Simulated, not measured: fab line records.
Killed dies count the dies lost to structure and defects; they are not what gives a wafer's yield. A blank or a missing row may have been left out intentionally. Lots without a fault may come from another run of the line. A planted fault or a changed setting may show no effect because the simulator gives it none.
The same fault as seen by 2 desks    flow sky130    numbers are kept per desk, each desk with only its own; the story behind them comes last

## AT THE TOOL OWNER'S DESK: lpcvd-01
The tool's own readings at SKY_POLY_GATE_CVD_00 (deposits poly-Si, target thk 180 nm, time 720 s): means of the sampled wafers that have a number, for each lot that ran on this tool. A lot is out of limits, marked OUT, if its mean lies more than 4 standard deviations from the usual mean; the brackets give that distance.
Columns: A = zone power top pct at SKY_POLY_GATE_CVD_00, usual 18.6 %
lot   first seen here  A
L575  day 13 15:17     20.2
L576  day 13 23:38     16.4
L577  day 14 10:11     20.3
L578  day 14 18:31     20.1
L580  day 16 03:05     20.2
L581  day 16 03:05     16.2
L582  day 16 08:10     16.4
L583  day 16 15:07     16.4
L588  day 18 09:33     16.5
L593  day 20 00:54     20.2
L594  day 21 00:41     16.2
Result from this desk: across the 11 lots, nothing is out of limits.

## METROLOGY DESK
Lot by lot, what the gauges showed, no matter which tool ran the lot: averages of those sampled wafers that carry a number. A lot is out of limits, marked OUT, if its mean lies more than 4 standard deviations from the usual mean; the brackets give that distance.
Columns: A = POLY_GATE_CVD_00_THK at SKY_POLY_GATE_THK_MEAS_01, usual 180.2 nm
lot   first seen here  A
L575  day 13 16:29     180.0
L576  day 14 00:50     181.9
L577  day 14 11:23     179.9
L578  day 14 19:43     181.0
L580  day 16 04:17     182.3
L581  day 16 04:17     178.8
L582  day 16 09:22     180.1
L583  day 16 16:19     178.5
L588  day 18 10:45     182.6
L593  day 20 02:07     97.8 (-48) OUT
L594  day 21 01:53     96.3 (-49) OUT
This desk finds L593, L594 out of limits, with the earliest case on L593 at day 20 02:07 (POLY_GATE_CVD_00_THK at SKY_POLY_GATE_THK_MEAS_01). L575, L576, L577, L578, L580, L581, L582, L583, L588 stayed within limits.

## PUT TOGETHER
The metrology desk could have raised an alarm at day 20 02:07, on L593, L594.
The desk of the tool owner found nothing out of limits.
The tool owner's desk has L593, L594 on record, within its limits.
Of the lots named, all ran SKY_POLY_GATE_CVD_00 on lpcvd-01.

## WHAT WAS PUT IN BY THE SIMULATOR
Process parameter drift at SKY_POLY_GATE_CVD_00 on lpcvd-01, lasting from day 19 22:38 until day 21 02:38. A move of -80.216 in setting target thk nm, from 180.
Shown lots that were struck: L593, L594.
Per desk, hours elapsed from the start of the fault to the first reading out of limits: for the metrology desk, 3.
